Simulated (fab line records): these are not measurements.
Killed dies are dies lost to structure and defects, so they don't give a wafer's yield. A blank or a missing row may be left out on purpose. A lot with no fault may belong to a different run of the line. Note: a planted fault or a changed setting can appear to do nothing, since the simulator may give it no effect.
What tool caused it? / flow gf180mcu / 11 lots, 33 wafers sampled, at 3 steps of a route of 602

## WHAT EACH GAUGE READ, for each wafer
GF_PSD_RS_MEAS_14: measures by four-point-probe.
lot=L226; measured=day 14 15:51; on=film_metro-01; NSD_RS (ohm/sq)=46.19 46.14 46.17
lot=L227; measured=day 15 00:56; on=film_metro-04; NSD_RS (ohm/sq)=46.12 45.96 45.98
lot=L229; measured=day 15 23:32; on=film_metro-02; NSD_RS (ohm/sq)=46.22 46.16 46.09
lot=L230; measured=day 16 05:43; on=film_metro-01; NSD_RS (ohm/sq)=46.20 46.18 46.20
lot=L234; measured=day 17 16:01; on=film_metro-04; NSD_RS (ohm/sq)=44.93 44.92 44.96
lot=L235; measured=day 18 00:28; on=film_metro-01; NSD_RS (ohm/sq)=45.08 45.11 45.07
lot=L237; measured=day 18 20:29; on=film_metro-02; NSD_RS (ohm/sq)=46.22 46.27 46.22
lot=L239; measured=day 19 08:55; on=film_metro-02; NSD_RS (ohm/sq)=46.18 46.09 46.16
lot=L244; measured=day 21 05:44; on=film_metro-01; NSD_RS (ohm/sq)=46.18 46.17 46.24
lot=L245; measured=day 21 11:49; on=film_metro-01; NSD_RS (ohm/sq)=46.20 46.13 46.15
lot=L246; measured=day 21 22:18; on=film_metro-02; NSD_RS (ohm/sq)=46.10 46.15 46.29

## WHICH TOOL RAN EACH LOT (tool, then ch and the chambers of the sampled wafers, then the start)
lot=L226; GF_POLY_GATE_ETCH_12=rie_diel-04 ch 0,1,2, day 9 10:33; GF_PSD_RTA_13=rtp_anneal-01 ch 0, day 14 15:41
lot=L227; GF_POLY_GATE_ETCH_12=rie_diel-03 ch 1,2,3, day 9 18:25; GF_PSD_RTA_13=rtp_anneal-02 ch 0, day 15 00:51
lot=L229; GF_POLY_GATE_ETCH_12=rie_diel-01 ch 0,2,3, day 10 13:09; GF_PSD_RTA_13=rtp_anneal-02 ch 0, day 15 23:27
lot=L230; GF_POLY_GATE_ETCH_12=rie_diel-03 ch 0,2,3, day 10 20:03; GF_PSD_RTA_13=rtp_anneal-01 ch 0, day 16 05:38
lot=L234; GF_POLY_GATE_ETCH_12=rie_diel-01 ch 0,2,3, day 11 23:57; GF_PSD_RTA_13=rtp_anneal-01 ch 0, day 17 15:56
lot=L235; GF_POLY_GATE_ETCH_12=rie_diel-01 ch 0,2,3, day 12 08:13; GF_PSD_RTA_13=rtp_anneal-01 ch 0, day 18 00:23
lot=L237; GF_POLY_GATE_ETCH_12=rie_diel-04 ch 0,1,2, day 12 22:49; GF_PSD_RTA_13=rtp_anneal-02 ch 0, day 18 20:24
lot=L239; GF_POLY_GATE_ETCH_12=rie_diel-03 ch 1,2,3, day 13 09:13; GF_PSD_RTA_13=rtp_anneal-02 ch 0, day 19 08:50
lot=L244; GF_POLY_GATE_ETCH_12=rie_diel-03 ch 1,3, day 15 00:21; GF_PSD_RTA_13=rtp_anneal-01 ch 0, day 21 05:40
lot=L245; GF_POLY_GATE_ETCH_12=rie_diel-03 ch 0,3, day 15 06:19; GF_PSD_RTA_13=rtp_anneal-01 ch 0, day 21 11:43
lot=L246; GF_POLY_GATE_ETCH_12=rie_diel-01 ch 0,1,2, day 15 15:07; GF_PSD_RTA_13=rtp_anneal-01 ch 0, day 21 22:13
- GF_POLY_GATE_ETCH_12: etches BARC in N2/H2.
- GF_PSD_RTA_13: time 20 s.

## THE ANSWER, worked out from the rows above alone
Rule: the usual values come from the lots themselves. The widest of any qualifying gaps counts: lots, ordered by their means at a reading, are off when they make up no more than a third of the lots, leave a main group of 4 or more, and stand apart from it by 3 or more times the standard deviation of that group's means. If all means in a main group match to the digits the tables above print for the reading, that group is not used. A lot without any number at a reading at which 4 lots or more have one is off too. All remaining lots with rows at the step are treated as sound.
Off: at GF_PSD_RS_MEAS_14 (NSD_RS), L234, L235. The main group: mean 46.16 ohm/sq, standard deviation 0.056.
A tool fits if, at a process step before that reading, it ran every lot that is off, and no sound lot after the first of them. Those tools and the gauges at GF_PSD_RS_MEAS_14 are tried in the same way. Of those tried, none fits.

## WHAT THE SIMULATOR PUT IN
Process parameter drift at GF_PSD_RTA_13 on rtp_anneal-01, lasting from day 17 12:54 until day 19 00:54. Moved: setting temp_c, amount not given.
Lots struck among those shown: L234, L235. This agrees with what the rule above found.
